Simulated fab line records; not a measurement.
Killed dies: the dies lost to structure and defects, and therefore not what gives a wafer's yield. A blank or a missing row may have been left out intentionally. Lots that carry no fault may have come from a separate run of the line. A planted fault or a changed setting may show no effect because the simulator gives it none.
fab line records | flow sky130
[record] lots = 6 | wafers = 18 | last_day = 50
route steps=708 shown VIA2@509 PAD_OPEN@708
lots that met no fault: taken from a fault-free run of the same line
start_h: the number of hours between the record's first day and the start of the first shown wafer of the lot | wait_h: hours elapsed since this lot's preceding step | " identical to the entry in the row above | L1.1+2: one row covering several wafers at once | - value missing, or start not given | * or withheld: withheld | < > ~ a bound
route shown NAME@n: names a module that has steps shown in the file, with the first one's number in the route | usual: mean/standard deviation taken from wafers without a fault | same: alike in all rows | chamber/n: place in a boat | sites: readings site by site | _std_site: standard deviation of those values | _edge_site: the outer-site mean with the inner-site mean subtracted | radius_mm: for every site, how far away it sits from the centre of the wafer | mask NAME#n: copy n | behind: the most recent tool/chamber to have shaped the wafer | hold: the reason the lot was held/the length of the hold in hours/how it ended | device: transistor that didn't switch, given as n, p or np | end of line: tests run on the same wafers once the route is complete | a step given without rows: its recipe and nothing more | killed: at the first sort, the dies lost to defects and structure; wafer yield is something else | map: the dies of a wafer, with x for killed, . for not killed, _ for no die there
set.NAME: setting as actually run; set.NAME@STEP: the setting as run at that earlier step | model.NAME: the simulator's own value behind a step, which no gauge read
lots at some steps of the route; a table a step, a row a wafer
services: when a tool's chamber went out of use (start_h, in hours from the record's first day, below 0 if earlier), for how many hours, and the reason
[[steps]]
[step SKY_VIA2_CMP_02]
[recipe] material = SiO2 | down_force_psi = 4 | platen_rpm = 60 | pad_velocity_m_s = 0.94248
[usual] motor_current_A = 12.0/1.1
lot.wafer | tool   | chamber | start_h | wait_h | motor_current_A
L700.3    | cmp-01 | 2       | 906.60  | 0.0    | 13.9
L700.4    | "      | 0       | "       | "      | 12.3
L700.5    | "      | 2       | "       | "      | 13.1
L701.3    | cmp-02 | 0       | 913.83  | 0.1    | 11.9
L701.4    | "      | 2       | "       | "      | 12.9
L701.5    | "      | 0       | "       | "      | 11.8
L704.1    | cmp-01 | 0       | 928.95  | 0.1    | 13.0
L704.2    | "      | 1       | "       | "      | 10.5
L704.5    | "      | 0       | "       | "      | 11.9
L705.4    | cmp-02 | 0       | 929.10  | 0.0    | 11.5
L705.1    | "      | 3       | "       | "      | 11.8
L705.5    | "      | 0       | "       | "      | 12.9
L709.4    | cmp-02 | 2       | 966.01  | 0.0    | 12.8
L709.3    | "      | 3       | "       | "      | 11.4
L709.5    | "      | 2       | "       | "      | 12.6
L712.1    | cmp-01 | 1       | 982.39  | 0.1    | 11.0
L712.5    | "      | 1       | "       | "      | 11.0
L712.6    | "      | 2       | "       | "      | 12.7
[step SKY_VIA2_BOW_MEAS_03]
[recipe] mode = bow
[usual] VIA2_BOW = 87/7.2
lot.wafer | tool          | chamber | start_h | wait_h | VIA2_BOW[um]
L700.3    | film_metro-03 | -       | 906.94  | 0.3    | 84
L700.4    | "             | -       | "       | "      | 92
L700.5    | "             | -       | "       | "      | 87
L701.3    | film_metro-03 | -       | 914.12  | 0.2    | 89
L701.4    | "             | -       | "       | "      | 96
L701.5    | "             | -       | "       | "      | 87
L704.1    | film_metro-01 | -       | 929.20  | 0.2    | 94
L704.2    | "             | -       | "       | "      | 89
L704.5    | "             | -       | "       | "      | 89
L705.1    | film_metro-03 | -       | 929.40  | 0.1    | 89
L705.4    | "             | -       | "       | "      | 94
L705.5    | "             | -       | "       | "      | 82
L709.3    | film_metro-02 | -       | 966.35  | 0.2    | 81
L709.4    | "             | -       | "       | "      | 93
L709.5    | "             | -       | "       | "      | 86
L712.1    | film_metro-03 | -       | 982.69  | 0.2    | 69
L712.5    | "             | -       | "       | "      | 82
L712.6    | "             | -       | "       | "      | 75
[step SKY_VIA2_DEHYDRATE_04]
[recipe] temp_c = 200 | time_s = 60
[step SKY_VIA2_HMDS_05]
[recipe] prime_time_s = 60 | prime_temp_c = 120
[step SKY_VIA2_COAT_06]
[recipe] resist = BARC | temp_c = withheld | time_s = withheld | spin_rpm = 3000 | resist_thk_nm = 59.41
[step SKY_VIA2_COAT_07]
[recipe] resist = KrF-thick | spin_rpm = 3000 | resist_thk_nm = 450
[step SKY_VIA2_SOFTBAKE_08]
[recipe] temp_c = 100 | time_s = 90 | resist = KrF-thick
[step SKY_VIA2_EXPOSE_09]
[recipe] mask_id = VIM2 | na = 0.8 | source_shape = annular | sigma_inner = 0.55 | sigma_outer = 0.85 | target_cd_nm = 200 | dose_mj = 38
[step SKY_VIA2_PEB_10]
[recipe] peb_temp_c = withheld | peb_time_s = withheld | resist = KrF-thick
[step SKY_VIA2_DEVELOP_11]
[recipe] develop_time_s = 60 | resist = KrF-thick | dev_temp_c = 21
[step SKY_VIA2_CD_MEAS_12]
[recipe] target_cd_nm = 200
[usual] cd_nm = 200.0/1.3
lot.wafer | tool      | chamber | start_h | wait_h | cd_nm
L700.3    | cd_sem-02 | -       | 932.32  | -      | 199.5
L700.4    | "         | -       | "       | "      | 198.1
L700.5    | "         | -       | "       | "      | 198.4
L701.3    | cd_sem-01 | -       | 938.62  | -      | 201.8
L701.4    | "         | -       | "       | "      | 201.2
L701.5    | "         | -       | "       | "      | 201.5
L704.1    | cd_sem-02 | -       | 953.23  | -      | 199.2
L704.2    | "         | -       | "       | "      | 200.2
L704.5    | "         | -       | "       | "      | 199.0
L705.1    | cd_sem-01 | -       | 953.49  | -      | 199.5
L705.4    | "         | -       | "       | "      | 199.9
L705.5    | "         | -       | "       | "      | 198.5
L709.3    | cd_sem-01 | -       | 989.53  | -      | 201.6
L709.4    | "         | -       | "       | "      | 201.9
L709.5    | "         | -       | "       | "      | 201.6
L712.1    | cd_sem-01 | -       | 1005.83 | -      | 198.5
L712.5    | "         | -       | "       | "      | 198.1
L712.6    | "         | -       | "       | "      | 198.9
[step SKY_VIA2_OVL_MEAS_13]
[usual] VIA2_OVL = -4/6
lot.wafer | tool       | chamber | start_h | wait_h | VIA2_OVL[nm]
L700.3    | overlay-01 | -       | 932.41  | 0.1    | -14
L700.4    | "          | -       | "       | "      | 2
L700.5    | "          | -       | "       | "      | -6
L701.3    | overlay-01 | -       | 938.71  | 0.1    | -8
L701.4    | "          | -       | "       | "      | -15
L701.5    | "          | -       | "       | "      | -7
L704.1    | overlay-02 | -       | 953.35  | 0.1    | -3
L704.2    | "          | -       | "       | "      | -7
L704.5    | "          | -       | "       | "      | -7
L705.1    | overlay-01 | -       | 953.61  | 0.1    | -1
L705.4    | "          | -       | "       | "      | 1
L705.5    | "          | -       | "       | "      | 1
L709.3    | overlay-02 | -       | 989.62  | 0.1    | -4
L709.4    | "          | -       | "       | "      | -11
L709.5    | "          | -       | "       | "      | -1
L712.1    | overlay-01 | -       | 1005.95 | 0.1    | -7
L712.5    | "          | -       | "       | "      | -4
L712.6    | "          | -       | "       | "      | -1
[step SKY_VIA2_ETCH_14]
[recipe] chemistry = N2/H2 | target = BARC | ion_energy_ev = 200 | source_w = 500 | bias_w = 100 | pressure_mtorr = 30 | n2_flow_sccm = 100 | h2_flow_sccm = 200 | stop_on = SiO2 | time_s = 45.9 | target_depth_a = 600
[usual] bias_w = 100.0/0.34 | chamber_pressure_mTorr = 30.00/0.044 | drypump_motor_current_A = 5.5/0.39 | oes_product_au = 0.850/0.0048 | throttle_valve_pct = 13.224/0.0098
lot.wafer | tool        | chamber | start_h | wait_h | bias_w | chamber_pressure_mTorr | drypump_motor_current_A | oes_product_au | rf_hours_counter_h | throttle_valve_pct | model.KrF-thick_of_VIA2_COAT_07.thk_nm
L700.3    | rie_diel-01 | 2       | 932.44  | 0.0    | 99.9   | 30.00                  | 5.8                     | 0.852          | 15                 | 13.240             | 391.3
L700.4    | "           | 1       | "       | "      | 99.7   | 29.98                  | 6.1                     | 0.849          | 4                  | 13.226             | 393.2
L700.5    | "           | 3       | "       | "      | 99.8   | 29.99                  | 5.4                     | 0.842          | -                  | 13.219             | 390.6
L701.3    | rie_diel-01 | 3       | 938.74  | 0.0    | 100.2  | 30.03                  | 5.4                     | 0.859          | 6                  | 13.228             | 391.8
L701.4    | "           | 2       | "       | "      | 100.0  | 30.05                  | 5.8                     | 0.848          | -                  | 13.238             | 390.9
L701.5    | "           | 3       | "       | "      | 100.2  | 30.03                  | 5.4                     | 0.850          | -                  | 13.213             | 389.2
L704.1    | rie_diel-02 | 1       | 953.39  | 0.0    | -      | -                      | -                       | -              | -                  | -                  | 435.6
L704.2    | "           | 2       | "       | "      | -      | -                      | -                       | -              | -                  | -                  | 437.4
L704.5    | "           | 2       | "       | "      | -      | -                      | -                       | -              | -                  | -                  | 436.8
L705.1    | rie_diel-01 | 3       | 953.64  | 0.0    | -      | -                      | -                       | -              | -                  | -                  | 435.1
L705.4    | "           | 1       | "       | "      | -      | -                      | -                       | -              | -                  | -                  | 434.3
L705.5    | "           | 0       | "       | "      | -      | -                      | -                       | -              | -                  | -                  | 434.9
L709.3    | rie_diel-03 | 3       | 989.64  | 0.0    | 99.7   | 29.99                  | 5.1                     | 0.854          | 20                 | 13.222             | 391.1
L709.4    | "           | 1       | "       | "      | 99.9   | 29.97                  | 5.1                     | 0.852          | 18                 | 13.227             | 394.1
L709.5    | "           | 3       | "       | "      | 99.9   | 29.98                  | 5.1                     | 0.845          | -                  | 13.229             | 392.8
L712.1    | rie_diel-03 | 2       | 1005.99 | 0.0    | 99.9   | 30.00                  | 5.8                     | 0.847          | 16                 | 13.225             | 392.6
L712.5    | "           | 2       | "       | "      | 100.2  | 30.00                  | 5.8                     | 0.856          | -                  | 13.225             | 393.8
L712.6    | "           | 3       | "       | "      | 99.8   | 29.99                  | 5.1                     | 0.848          | -                  | 13.227             | 392.3
[step SKY_VIA2_ETCH_15]
[recipe] target = SiO2 | chemistry = C4F8/O2/Ar | target_depth_nm = 546 | stop_on = TiN | mask_material = KrF-thick | source_w = 1500 | bias_w = 1200 | pressure_mtorr = 40 | c4f8_flow_sccm = withheld | O2_flow_sccm = 6 | Ar_flow_sccm = 300 | time_s = 84
[usual] bias_w = 1201/3.8 | chamber_pressure_mTorr = 40.00/0.037 | oes_product_au = 0.940/0.0047
lot.wafer | tool        | chamber | start_h | wait_h | bias_w | chamber_pressure_mTorr | oes_product_au | rf_hours_counter_h | model.KrF-thick_of_VIA2_COAT_07.thk_nm
L700.3    | rie_diel-01 | 2       | 932.48  | 0.0    | 1199   | 40.08                  | 0.945          | 15                 | 282.1
L700.4    | "           | 1       | "       | "      | 1209   | 40.01                  | 0.938          | 4                  | 285.9
L700.5    | "           | 3       | "       | "      | 1196   | 39.96                  | 0.945          | -                  | 280.3
L701.3    | rie_diel-01 | 3       | 938.78  | 0.0    | 1204   | 40.03                  | 0.939          | 6                  | 282.1
L701.4    | "           | 2       | "       | "      | 1203   | 40.05                  | 0.939          | -                  | 282.3
L701.5    | "           | 3       | "       | "      | 1204   | 40.03                  | 0.937          | -                  | 278.6
L704.1    | rie_diel-02 | 1       | 953.43  | 0.0    | 1198   | 40.01                  | 0.373          | 28                 | 322.8
L704.2    | "           | 2       | "       | "      | 1192   | 39.96                  | 0.372          | 15                 | 325.7
L704.5    | "           | 2       | "       | "      | 1193   | 40.08                  | 0.381          | -                  | 326.3
L705.1    | rie_diel-01 | 3       | 953.68  | 0.0    | 1203   | 40.02                  | 0.380          | 6                  | 323.9
L705.4    | "           | 1       | "       | "      | 1204   | 40.04                  | 0.381          | 5                  | 325.7
L705.5    | "           | 0       | "       | "      | 1200   | 40.05                  | 0.372          | -                  | 322.2
L709.3    | rie_diel-03 | 3       | 989.68  | 0.0    | 1201   | 40.05                  | 0.943          | 20                 | 282.7
L709.4    | "           | 1       | "       | "      | 1197   | 40.00                  | 0.934          | 18                 | 286
L709.5    | "           | 3       | "       | "      | 1201   | 40.00                  | 0.931          | -                  | 283.2
L712.1    | rie_diel-03 | 2       | 1006.03 | 0.0    | 1208   | 39.96                  | 0.940          | 16                 | 283.2
L712.5    | "           | 2       | "       | "      | 1205   | 40.05                  | 0.933          | -                  | 284.8
L712.6    | "           | 3       | "       | "      | 1199   | 40.04                  | 0.944          | -                  | 282.8
[step SKY_VIA2_STRIP_16]
[recipe] chemistry = O2/N2 | power_w = 1400 | pressure_mtorr = 1500 | platen_temp_c = withheld | o2_flow_sccm = 3000 | n2_flow_sccm = 300 | overash_fraction = 0.5
[usual] drypump_motor_current_A = 5.6/0.6 | oes_product_au = 0.397/0.0049 | strip_time_to_endpoint_s = 4.03/0.037
lot.wafer | tool            | chamber | start_h | wait_h | drypump_motor_current_A | oes_product_au | rf_hours_counter_h | strip_time_to_endpoint_s
L700.3    | plasma_asher-03 | 1       | 932.58  | 0.1    | 5.4                     | 0.391          | -                  | 4.01
L700.4    | "               | 0       | "       | "      | 5.8                     | 0.405          | -                  | 4.05
L700.5    | "               | 1       | "       | "      | 5.5                     | 0.401          | -                  | 4.01
L701.3    | plasma_asher-02 | 0       | 938.88  | 0.1    | 5.1                     | 0.406          | -                  | 4.03
L701.4    | "               | 1       | "       | "      | 5.9                     | 0.401          | -                  | 4.04
L701.5    | "               | 0       | "       | "      | 5.1                     | 0.388          | -                  | 3.99
L704.1    | plasma_asher-03 | 0       | 953.50  | 0.0    | 5.8                     | 0.422          | 54                 | 4.46
L704.2    | "               | 1       | "       | "      | 5.5                     | 0.414          | 54                 | 4.50
L704.5    | "               | 0       | "       | "      | 5.8                     | 0.426          | -                  | 4.49
L705.1    | plasma_asher-04 | 0       | 953.75  | 0.0    | 6.7                     | 0.417          | 18                 | 4.47
L705.4    | "               | 0       | "       | "      | 6.7                     | 0.418          | -                  | 4.47
L705.5    | "               | 1       | "       | "      | 4.7                     | 0.417          | -                  | 4.46
L709.3    | plasma_asher-02 | 0       | 989.78  | 0.1    | 5.1                     | 0.395          | -                  | 4.05
L709.4    | "               | 1       | "       | "      | 5.9                     | 0.399          | -                  | 4.08
L709.5    | "               | 0       | "       | "      | 5.1                     | 0.398          | -                  | 4.04
L712.1    | plasma_asher-03 | 1       | 1006.09 | 0.0    | 5.5                     | 0.402          | 60                 | 4.03
L712.5    | "               | 0       | "       | "      | 5.8                     | 0.401          | -                  | 4.06
L712.6    | "               | 1       | "       | "      | 5.5                     | 0.394          | -                  | 4.03
[step SKY_VIA2_STRIP_17]
[recipe] chemistry = post_etch_residue_remover | time_s = 1200 | temp_c = 72.5
[step SKY_PAD_OPEN_PROBE_99]
[usual] defect_limited_yield = 82.5/1.8 | killed_at_M0_to_M3 = 44/6.6 | killed_at_M4_up = 2.9/1.8 | killed_at_contacts = 24/4.8 | killed_at_front_end = 15/4.5 | killed_at_other = 0.3/0.64 | killed_dies = 86/8.7 | killed_on_rim = 17/3.8 | killed_open = 47/6.5 | killed_short = 39/5.8 | sort_bin_3_pad_short = 0.9/0.4 | sort_bin_5_function = 10.3/1.4 | sort_bin_6_memory = 6.2/1.1 | sort_n_pass = 406/8.7 | sort_yield_pct = 82.5/1.8
[same] gross_dies = 492 | killed_at_back_side = 0 | sort_bin_4_leakage[%] = 0 | sort_bin_8_speed[%] = 0
lot.wafer | tool      | chamber | start_h | wait_h | defect_limited_yield[%] | killed_at_M0_to_M3 | killed_at_M4_up | killed_at_contacts | killed_at_front_end | killed_at_other | killed_dies | killed_on_rim | killed_open | killed_short | sort_bin_3_pad_short[%] | sort_bin_5_function[%] | sort_bin_6_memory[%] | sort_n_pass | sort_yield_pct[%]
L700.3    | prober-02 | -       | 1143.16 | 0.2    | 78.7                    | 51                 | 6               | 24                 | 24                  | 0               | 105         | 18            | 57          | 48           | 0.6                     | 13.2                   | 7.5                  | 387         | 78.7
L700.4    | prober-02 | -       | 1143.21 | 0.2    | 80.7                    | 54                 | 3               | 18                 | 19                  | 1               | 95          | 15            | 55          | 40           | 1.2                     | 11.8                   | 6.3                  | 397         | 80.7
L700.5    | prober-02 | -       | 1143.26 | 0.2    | 81.3                    | 47                 | 1               | 31                 | 13                  | 0               | 92          | 14            | 51          | 41           | 0.8                     | 9.8                    | 8.1                  | 400         | 81.3
L701.3    | prober-01 | -       | 1145.74 | 0.2    | 83.7                    | 40                 | 4               | 32                 | 4                   | 0               | 80          | 14            | 41          | 39           | 1.2                     | 9.6                    | 5.5                  | 412         | 83.7
L701.4    | prober-01 | -       | 1145.79 | 0.2    | 84.6                    | 41                 | 1               | 17                 | 17                  | 0               | 76          | 19            | 38          | 38           | 0.2                     | 7.7                    | 7.5                  | 416         | 84.6
L701.5    | prober-01 | -       | 1145.84 | 0.2    | 84.3                    | 41                 | 1               | 23                 | 12                  | 0               | 77          | 18            | 40          | 37           | 1.0                     | 7.5                    | 7.1                  | 415         | 84.3
L704.1    | prober-02 | -       | 1159.57 | 0.1    | 0                       | 453                | 2               | 25                 | 11                  | 1               | 492         | 96            | 41          | 43           | 0.8                     | 91.3                   | 7.9                  | 0           | 0
L704.2    | prober-02 | -       | 1159.62 | 0.1    | 0                       | 446                | 1               | 20                 | 25                  | 0               | 492         | 96            | 45          | 42           | 1.6                     | 92.9                   | 5.5                  | 0           | 0
L704.5    | prober-02 | -       | 1159.77 | 0.2    | 0                       | 456                | 5               | 19                 | 12                  | 0               | 492         | 96            | 45          | 39           | 0.2                     | 91.9                   | 7.9                  | 0           | 0
L705.1    | prober-01 | -       | 1159.90 | 0.1    | 0                       | 462                | 1               | 17                 | 12                  | 0               | 492         | 96            | 38          | 39           | 1.0                     | 92.7                   | 6.3                  | 0           | 0
L705.4    | prober-01 | -       | 1160.05 | 0.2    | 0                       | 446                | 4               | 26                 | 15                  | 1               | 492         | 96            | 50          | 42           | 1.0                     | 91.9                   | 7.1                  | 0           | 0
L705.5    | prober-01 | -       | 1160.10 | 0.2    | 0                       | 449                | 3               | 21                 | 19                  | 0               | 492         | 96            | 39          | 41           | 0.6                     | 94.1                   | 5.3                  | 0           | 0
L712.1    | prober-02 | -       | 1195.61 | 0.1    | 82.9                    | 44                 | 2               | 25                 | 13                  | 0               | 84          | 16            | 46          | 38           | 1.0                     | 10.2                   | 5.9                  | 408         | 82.9
L712.5    | prober-02 | -       | 1195.81 | 0.2    | 79.9                    | 52                 | 2               | 28                 | 17                  | 0               | 99          | 18            | 59          | 40           | 1.0                     | 11.2                   | 7.9                  | 393         | 79.9
L712.6    | prober-02 | -       | 1195.86 | 0.2    | 84.6                    | 47                 | 2               | 23                 | 4                   | 0               | 76          | 17            | 34          | 41           | 0.6                     | 8.7                    | 6.1                  | 416         | 84.6
// killed by level:class
L700.3 CONTACT:geometric_particle:open=10 VIA3:geometric_particle:open=9 FIELD_ISO:geometric_particle:short=8 VIA1:geometric_particle:open=8 FIELD_ISO:geometric_particle:open=7 VIA2:geometric_particle:open=7 VIA1:geometric_particle:short=6 CONTACT:geometric_particle:short=6
L700.4 VIA1:geometric_particle:open=23 CONTACT:geometric_particle:open=10 FIELD_ISO:geometric_particle:short=7 VIA3:geometric_particle:open=6 FIELD_ISO:geometric_particle:open=5 VIA1:geometric_particle:short=5 POLY_GATE:geometric_particle:short=4 METAL1:geometric_particle:short=4
L700.5 VIA1:geometric_particle:open=15 CONTACT:geometric_particle:open=9 LI_CONTACT:geometric_particle:open=8 CONTACT:geometric_particle:short=7 VIA1:geometric_particle:short=6 METAL1:geometric_particle:short=6 VIA3:geometric_particle:open=6 POLY_GATE:geometric_particle:short=5
L701.3 CONTACT:geometric_particle:open=11 VIA1:geometric_particle:open=10 CONTACT:geometric_particle:short=10 METAL2:geometric_particle:short=5 VIA3:geometric_particle:open=4 LI_CONTACT:geometric_particle:open=4 METAL1:geometric_particle:short=4 VIA2:geometric_particle:short=4
L701.4 METAL1:geometric_particle:short=10 VIA1:geometric_particle:open=8 FIELD_ISO:geometric_particle:short=6 LI_CONTACT:geometric_particle:open=6 CONTACT:geometric_particle:open=6 VIA1:geometric_particle:short=6 VIA2:geometric_particle:open=5 VIA3:geometric_particle:short=4
L701.5 VIA1:geometric_particle:open=8 LI_CONTACT:geometric_particle:short=6 CONTACT:geometric_particle:open=6 METAL2:geometric_particle:short=6 VIA2:geometric_particle:open=6 VIA3:geometric_particle:open=6 METAL1:geometric_particle:short=5 FIELD_ISO:geometric_particle:short=4
L704.1 VIA2:area_etch=407 LI_CONTACT:geometric_particle:open=10 METAL2:geometric_particle:short=8 VIA3:geometric_particle:open=8 CONTACT:geometric_particle:open=7 VIA3:geometric_particle:short=7 VIA1:geometric_particle:short=5 VIA1:geometric_particle:open=5
L704.2 VIA2:area_etch=405 VIA3:geometric_particle:open=9 FIELD_ISO:geometric_particle:short=7 VIA2:geometric_particle:open=7 LI_CONTACT:geometric_particle:open=6 LOCAL_INTERCONNECT:geometric_particle:short=6 METAL1:geometric_particle:short=6 VIA1:geometric_particle:open=6
L704.5 VIA2:area_etch=408 VIA1:geometric_particle:open=10 LI_CONTACT:geometric_particle:open=7 METAL1:geometric_particle:short=7 POLY_GATE:geometric_particle:open=6 VIA2:geometric_particle:open=6 VIA3:geometric_particle:short=6 METAL2:geometric_particle:short=6
L705.1 VIA2:area_etch=415 VIA1:geometric_particle:open=9 METAL1:geometric_particle:short=9 VIA2:geometric_particle:open=7 CONTACT:geometric_particle:short=5 VIA3:geometric_particle:open=5 LOCAL_INTERCONNECT:geometric_particle:short=4 VIA3:geometric_particle:short=4
L705.4 VIA2:area_etch=398 VIA1:geometric_particle:open=14 VIA3:geometric_particle:open=9 LI_CONTACT:geometric_particle:open=8 METAL2:geometric_particle:short=6 LOCAL_INTERCONNECT:geometric_particle:short=6 CONTACT:geometric_particle:open=5 METAL1:geometric_particle:short=5
L705.5 VIA2:area_etch=411 VIA1:geometric_particle:open=7 LI_CONTACT:geometric_particle:open=6 LOCAL_INTERCONNECT:geometric_particle:short=6 POLY_GATE:geometric_particle:short=5 CONTACT:geometric_particle:open=5 VIA1:geometric_particle:short=5 POLY_GATE:geometric_particle:open=4
L712.1 VIA1:geometric_particle:open=13 CONTACT:geometric_particle:short=10 CONTACT:geometric_particle:open=8 VIA3:geometric_particle:open=6 FIELD_ISO:geometric_particle:short=5 METAL2:geometric_particle:short=5 LI_CONTACT:geometric_particle:open=5 VIA1:geometric_particle:short=5
L712.5 VIA3:geometric_particle:open=12 CONTACT:geometric_particle:open=10 VIA1:geometric_particle:open=7 LI_CONTACT:geometric_particle:short=6 METAL1:geometric_particle:short=6 FIELD_ISO:geometric_particle:open=5 VIA2:geometric_particle:open=5 LI_CONTACT:geometric_particle:open=5
L712.6 VIA3:geometric_particle:open=8 VIA1:geometric_particle:short=8 VIA2:geometric_particle:open=7 CONTACT:geometric_particle:open=7 CONTACT:geometric_particle:short=7 METAL1:geometric_particle:short=6 METAL2:geometric_particle:short=5 VIA2:geometric_particle:short=5
// map L704.1 (x killed, . not)
__________xxxxxxxxxx_________
________xxxxxxxxxxxxxx_______
______xxxxxxxxxxxxxxxxxx_____
_____xxxxxxxxxxxxxxxxxxxx____
____xxxxxxxxxxxxxxxxxxxxxx___
___xxxxxxxxxxxxxxxxxxxxxxxx__
__xxxxxxxxxxxxxxxxxxxxxxxxxx_
_xxxxxxxxxxxxxxxxxxxxxxxxxxxx
_xxxxxxxxxxxxxxxxxxxxxxxxxxxx
_xxxxxxxxxxxxxxxxxxxxxxxxxxxx
_xxxxxxxxxxxxxxxxxxxxxxxxxxxx
_xxxxxxxxxxxxxxxxxxxxxxxxxxxx
_xxxxxxxxxxxxxxxxxxxxxxxxxxxx
_xxxxxxxxxxxxxxxxxxxxxxxxxxxx
_xxxxxxxxxxxxxxxxxxxxxxxxxxxx
__xxxxxxxxxxxxxxxxxxxxxxxxxx_
___xxxxxxxxxxxxxxxxxxxxxxxx__
____xxxxxxxxxxxxxxxxxxxxxx___
_____xxxxxxxxxxxxxxxxxxxx____
______xxxxxxxxxxxxxxxxxx_____
________xxxxxxxxxxxxxx_______
__________xxxxxxxxxx_________
// map L705.1 (x killed, . not)
__________xxxxxxxxxx_________
________xxxxxxxxxxxxxx_______
______xxxxxxxxxxxxxxxxxx_____
_____xxxxxxxxxxxxxxxxxxxx____
____xxxxxxxxxxxxxxxxxxxxxx___
___xxxxxxxxxxxxxxxxxxxxxxxx__
__xxxxxxxxxxxxxxxxxxxxxxxxxx_
_xxxxxxxxxxxxxxxxxxxxxxxxxxxx
_xxxxxxxxxxxxxxxxxxxxxxxxxxxx
_xxxxxxxxxxxxxxxxxxxxxxxxxxxx
_xxxxxxxxxxxxxxxxxxxxxxxxxxxx
_xxxxxxxxxxxxxxxxxxxxxxxxxxxx
_xxxxxxxxxxxxxxxxxxxxxxxxxxxx
_xxxxxxxxxxxxxxxxxxxxxxxxxxxx
_xxxxxxxxxxxxxxxxxxxxxxxxxxxx
__xxxxxxxxxxxxxxxxxxxxxxxxxx_
___xxxxxxxxxxxxxxxxxxxxxxxx__
____xxxxxxxxxxxxxxxxxxxxxx___
_____xxxxxxxxxxxxxxxxxxxx____
______xxxxxxxxxxxxxxxxxx_____
________xxxxxxxxxxxxxx_______
__________xxxxxxxxxx_________
[[services]]
tool            | chamber | start_h | hours | kind
rie_diel-01     | 2       | 902.19  | 1.2   | repair
cmp-02          | -       | 905.90  | 2.2   | repair
cmp-01          | -       | 912.00  | 4.0   | pm
rie_diel-01     | 3       | 914.63  | 6.6   | repair
cmp-01          | -       | 916.00  | -     | consumable_replace:conditioner
cmp-01          | -       | 916.00  | -     | consumable_replace:pad
cmp-02          | -       | 918.62  | 0.7   | repair
rie_diel-02     | -       | 926.42  | 2.4   | repair
rie_diel-02     | 0       | 932.11  | -     | clean
rie_diel-02     | 0       | 932.11  | -     | consumable_replace:showerhead
rie_diel-02     | 0       | 932.11  | 24.5  | scheduled_down
rie_diel-02     | 0       | 932.11  | 24.5  | vent_cycle
rie_diel-01     | 0       | 937.19  | 11.0  | repair
plasma_asher-03 | -       | 963.15  | 1.2   | repair
cmp-02          | -       | 967.95  | 1.4   | repair
cmp-01          | -       | 976.38  | 0.4   | repair
cmp-02          | -       | 989.26  | 4.9   | repair
cmp-01          | -       | 990.66  | 0.4   | repair
[[key]]
[first_sign] step = SKY_VIA2_ETCH_14 | reading = tool_record | direction = missing
[effect] step = SKY_VIA2_ETCH_15 | reading = oes_product_au | direction = down | sigmas = 99+ | usual = 0.940 | struck = 0.377
[effect] step = SKY_VIA2_STRIP_16 | reading = strip_time_to_endpoint_s | direction = up | sigmas = 12 | usual = * | struck = *
[effect] step = SKY_PAD_OPEN_PROBE_99 | reading = killed_at_M0_to_M3 | direction = up | sigmas = 62 | usual = 44 | struck = 452
[model_effect] step = SKY_VIA2_ETCH_14 | value = KrF-thick_of_VIA2_COAT_07.thk_nm | without = 391.6 | struck = 435.7
[model_effect] step = SKY_VIA2_ETCH_15 | value = KrF-thick_of_VIA2_COAT_07.thk_nm | without = 280.4 | struck = 324.5
[more_kills_born_at] SKY_VIA2_ETCH_14@rie_diel-01 = 1224 | SKY_VIA2_ETCH_14@rie_diel-02 = 1220
met_at SKY_VIA2_ETCH_14
struck_wafers L704.1,L704.2,L704.5,L705.1,L705.4,L705.5
later_rows_left_out L704.1,L704.2,L704.5,L705.1,L705.4,L705.5
onset_between 938.74 953.39
[fault] kind = skipped_step_whole | tool = rie_diel-01,rie_diel-02 | chamber = - | onset_h = 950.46 | steps = SKY_VIA2_ETCH_14 | scope = struck_lots_only
// later_rows_left_out: the simulator's readings of these wafers behind a module that went badly wrong aren't trusted and aren't shown, but for the sort
